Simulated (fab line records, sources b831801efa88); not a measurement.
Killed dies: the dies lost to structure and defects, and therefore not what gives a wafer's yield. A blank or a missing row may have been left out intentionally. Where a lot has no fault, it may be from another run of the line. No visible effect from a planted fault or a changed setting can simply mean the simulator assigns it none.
A lot that was struck, set against a sound lot ; flow sky130 ; 43 steps out of a route of 708
Sound: these wafers, L212.2, L212.3, L212.6. The struck wafers were L223.1, L223.3, L223.5. The cause is named last.
At each step with rows: each side's tool, then ch and its chambers, then its first start. Under that, the readings that differ: sound wafers ; struck wafers ; difference of the means ; sigmas: that difference in standard deviations of wafers without a fault.
alike: readings whose means differ by less than 2 such deviations, and words and numbers that are the same on both sides. not compared: withheld readings, readings that some wafer has no value for, bounds like >300 that may hide the same value, and numbers for which the record gives no deviation and whose values overlap.
Wherever a step has rows on one side only, a row that says differs or no value, or a row with sigmas, the two part there. Non-overlapping numbers with no deviation appear without sigmas and do not part them. A reading that every wafer of one side lacks parts them only if that side has two wafers or more.

first, 6 steps without rows for these wafers: SKY_METAL1_COAT_09 (resist thk 60 nm); SKY_METAL1_COAT_10 (resist thk 450 nm); SKY_METAL1_SOFTBAKE_11 (time 90 s); SKY_METAL1_EXPOSE_12 (exposes mask MM1, target cd 140 nm); SKY_METAL1_PEB_13; SKY_METAL1_DEVELOP_14 (develop time 60 s).
SKY_METAL1_CD_MEAS_15 targets a cd of 140 nm.
  sound: cd_sem-01 at day 33 10:46; struck: cd_sem-01 at day 37 10:31
  alike: cd_nm
SKY_METAL1_OVL_MEAS_16:
  sound: overlay-02 at day 33 10:52; struck: overlay-02 at day 37 10:38
  alike: METAL1_OVL
SKY_METAL1_DESCUM_17: chemistry O2, time 8 s.
  sound on rie_metal-03 ch 0,1, day 33 10:54; struck on rie_metal-04 ch 0,1, day 37 10:41
  alike: drypump_motor_current_A, oes_product_au
  not compared: rf_hours_counter_h
then, 1 step without rows for these wafers: SKY_METAL1_ETCH_18 (etches BARC in N2/H2, stops on SiO2, time 45.9 s, target depth 60 nm).
SKY_METAL1_METAL_ETCH_19: etches the open film in Cl2/BCl3, stops on SiO2, target depth 360 nm, time 81.04 s.
  sound on rie_metal-03 ch 0,1, day 33 11:00; struck on rie_metal-04 ch 0,1, day 37 10:47
  alike: drypump_motor_current_A, oes_product_au, throttle_valve_pct
  not compared: rf_hours_counter_h
then, 1 step without rows for these wafers: SKY_METAL1_STRIP_20 (strips in O2/N2).
SKY_METAL1_STRIP_21: strips in post etch residue remover, time 1200 s.
  sound on wet_bench-02 ch 0, day 33 11:11; struck on wet_bench-04 ch 0, day 37 10:58
then, 3 steps without rows for these wafers: SKY_METAL1_CLEAN_22 (cleans in IPA, time 180 s); SKY_METAL1_CLEAN_23 (cleans in O3/DIW); SKY_VIA1_HDPCVD_00 (deposits SiO2, target thk 1030 nm, time 171.7 s).
SKY_VIA1_THK_MEAS_01:
  sound: film_metro-03 at day 33 11:48; struck: film_metro-04 at day 37 11:34
  alike: VIA1_HDPCVD_THK
then, 1 step without rows for these wafers: SKY_VIA1_CMP_02 (polishes SiO2).
SKY_VIA1_BOW_MEAS_03:
  sound: film_metro-03 at day 33 12:10; struck: film_metro-01 at day 37 11:56
  alike: VIA1_BOW
then, 8 steps without rows for these wafers: SKY_VIA1_DEHYDRATE_04 (time 60 s); SKY_VIA1_HMDS_05 (prime time 60 s); SKY_VIA1_COAT_06 (resist thk 60 nm); SKY_VIA1_COAT_07 (resist thk 450 nm); SKY_VIA1_SOFTBAKE_08 (time 90 s); SKY_VIA1_EXPOSE_09 (exposes mask VIM, target cd 150 nm); SKY_VIA1_PEB_10; SKY_VIA1_DEVELOP_11 (develop time 60 s).
SKY_VIA1_CD_MEAS_12 targets a cd of 150 nm.
  sound: cd_sem-01 at day 34 14:02; struck: cd_sem-02 at day 38 13:31
reading;sound;struck;difference;sigmas
cd_nm (nm);150.4 150.4 151.2;147.2 146.9 147.0;-3.6;-2
SKY_VIA1_OVL_MEAS_13:
  sound: overlay-02 at day 34 14:09; struck: overlay-01 at day 38 13:38
  alike: VIA1_OVL
SKY_VIA1_ETCH_14: etches BARC in N2/H2, stops on SiO2, time 45.9 s, target depth 60 nm.
  sound on rie_diel-03 ch 0,3, day 34 14:11; struck on rie_diel-03 ch 0,1,3, day 38 13:40
reading;sound;struck;difference;sigmas
throttle_valve_pct (%);13.208 13.223 13.223;13.240 13.239 13.235;+0.020;+2
  alike: drypump_motor_current_A, oes_product_au
  not compared: rf_hours_counter_h
then, 6 steps without rows for these wafers: SKY_VIA1_ETCH_15 (etches SiO2 in C4F8/O2/Ar, stops on TiN, target depth 351 nm, time 54 s); SKY_VIA1_STRIP_16 (strips in O2/N2); SKY_VIA1_STRIP_17 (strips in post etch residue remover, time 1200 s); SKY_VIA1_CLEAN_18 (cleans in IPA, time 180 s); SKY_VIA1_CLEAN_19 (cleans in O3/DIW); SKY_VIA1_SPUTTER_20 (material TiN, target thk 20 nm, time 80 s).
SKY_VIA1_CVD_21: deposits W, target thk 270 nm, time 80.902 s.
  sound on cvd_w-01 ch 0,1, day 34 14:56; struck on cvd_w-02 ch 0,1, day 38 14:25
  alike: heater_power_w
SKY_VIA1_RS_MEAS_22: measurement is done with a four-point probe.
  sound: film_metro-04 at day 34 15:02; struck: film_metro-03 at day 38 14:31
  alike: VIA1_W_RS
SKY_VIA1_THK_MEAS_23: measures by xrf.
  sound: film_metro-04 at day 34 15:09; struck: film_metro-03 at day 38 14:38
reading;sound;struck;difference;sigmas
VIA1_W_THK (nm);251 257 255;265 266 269;+12;+3
then, 2 steps without rows for these wafers: SKY_VIA1_CMP_24 (polishes, stops on SiO2, t overpolish 15 s, target thk 0 nm); SKY_METAL2_SPUTTER_00 (material Ti, target thk 15 nm, time 10 s).
SKY_METAL2_SPUTTER_01: material TiN, target thk 20 nm, time 16.7 s.
  sound: pvd_sputter-02 at day 34 15:31; struck: pvd_sputter-04 at day 38 15:01
  alike: throttle_valve_pct
-- the record jumps here: 11 days lie between the struck wafers' starts before and after (it left off in module METAL2 and takes up again in module PAD_OPEN, whose first step shown is number 708 of the route) --
SKY_PAD_OPEN_PROBE_99:
  sound: prober-02 at day 46 08:23; struck: prober-01 at day 49 09:05
reading;sound;struck;difference;sigmas
killed_at_M0_to_M3;47 46 41;75 68 60;+23;+3
sort_bin_3_pad_short (%);0.6 1.6 0;2.2 1.8 2.4;+1.4;+3
model.etest.tester.sort_n_pass;402 401 398;372 394 391;-15;
model.etest.tester.sort_yield_pct (%);81.71 81.5 80.89;75.61 80.08 79.47;-2.98;
model.etest.tester.sort_bin_5_pct (%);11.18 10.98 10.57;15.04 11.59 11.99;+1.96;
model.etest.tester.sort_bin_3_pct (%);0.6098 1.626 0;2.236 1.829 2.439;+1.423;
  alike: defect_limited_yield, killed_at_M4_up, killed_at_contacts, killed_at_front_end, killed_at_other, killed_dies, killed_on_rim, killed_open, killed_short, sort_bin_5_function, sort_bin_6_memory, sort_n_pass, sort_yield_pct

## WHERE THEY PART
At SKY_VIA1_CD_MEAS_12 first; at SKY_PAD_OPEN_PROBE_99 last (within this record only).

WHY: what had been put in by the simulator
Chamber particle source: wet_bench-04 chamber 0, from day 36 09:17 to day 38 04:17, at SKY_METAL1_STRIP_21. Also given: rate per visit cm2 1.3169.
